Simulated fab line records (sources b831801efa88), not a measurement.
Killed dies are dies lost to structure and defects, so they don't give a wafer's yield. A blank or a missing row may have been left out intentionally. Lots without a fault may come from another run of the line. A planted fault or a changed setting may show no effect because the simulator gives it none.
The same fault as seen by 2 desks || flow gf180mcu || each desk holds nothing but its own numbers, with what lay behind them at the end

## DESK OF THE TOOL OWNER: rie diel-03
The tool's own readings at GF_V3_ETCH_17 (etches SiO2 in C4F8/O2/Ar, stops on TiN, target depth 635 nm): means of the sampled wafers that have a number, for each lot that ran on this tool. Any lot whose mean is over 4 standard deviations away from the usual mean is out of limits and marked OUT; that distance is given in the brackets.
Columns: A = bias w at GF_V3_ETCH_17, usual 1200 W; B = oes product au at GF_V3_ETCH_17, usual 0.855 a.u.
{"lot": "L636", "first seen here": "day 25 16:00", "A": 1196, "B": 0.850}
{"lot": "L638", "first seen here": "day 26 08:00", "A": 1199, "B": 0.860}
{"lot": "L642", "first seen here": "day 27 20:00", "A": "1218 (+4.6) OUT", "B": 0.858}
This desk's verdict: out of limits on L642, starting with L642 at day 27 20:00 (bias w at GF_V3_ETCH_17). L636, L638: within limits.

## AT THE METROLOGY DESK
What the gauges read for every lot (on any tool): the sampled wafers with a number, averaged. Any lot whose mean is over 4 standard deviations away from the usual mean is out of limits and marked OUT; that distance is given in the brackets.
Columns: A = V3_BOW at GF_V3_BOW_MEAS_05, usual 117 um; B = cd nm at GF_V3_CD_MEAS_14, usual 260.0 nm; C = V3_OVL at GF_V3_OVL_MEAS_15, usual 2 nm
{"lot": "L629", "first seen here": "day 21 22:24", "A": 113, "B": 258.7, "C": 5}
{"lot": "L636", "first seen here": "day 24 18:49", "A": 124, "B": 261.5, "C": 12}
{"lot": "L638", "first seen here": "day 25 10:40", "A": 114, "B": 258.5, "C": 1}
{"lot": "L642", "first seen here": "day 26 23:53", "A": 106, "B": 259.5, "C": 3}
{"lot": "L647", "first seen here": "day 28 01:34", "A": 122, "B": 260.8, "C": 8}
This desk's verdict: no lot among the 5 shows anything out of limits.

## TAKEN TOGETHER
An alarm could have come from the tool owner's desk at day 27 20:00, on L642.
At the metrology desk, nothing out of limits was observed.
The metrology desk holds a record of L642, inside its limits.
Every lot named ran GF_V3_ETCH_17 on rie diel-03.

## WHAT THE SIMULATOR PUT IN
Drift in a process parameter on rie diel-03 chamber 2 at GF_V3_ETCH_17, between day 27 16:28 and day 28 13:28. A move of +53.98 in setting bias w, from 1200. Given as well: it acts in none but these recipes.
Shown lots that were struck: L642.
How many hours passed from the start of the fault until each desk's first out-of-limits reading: the tool owner's desk, 4.
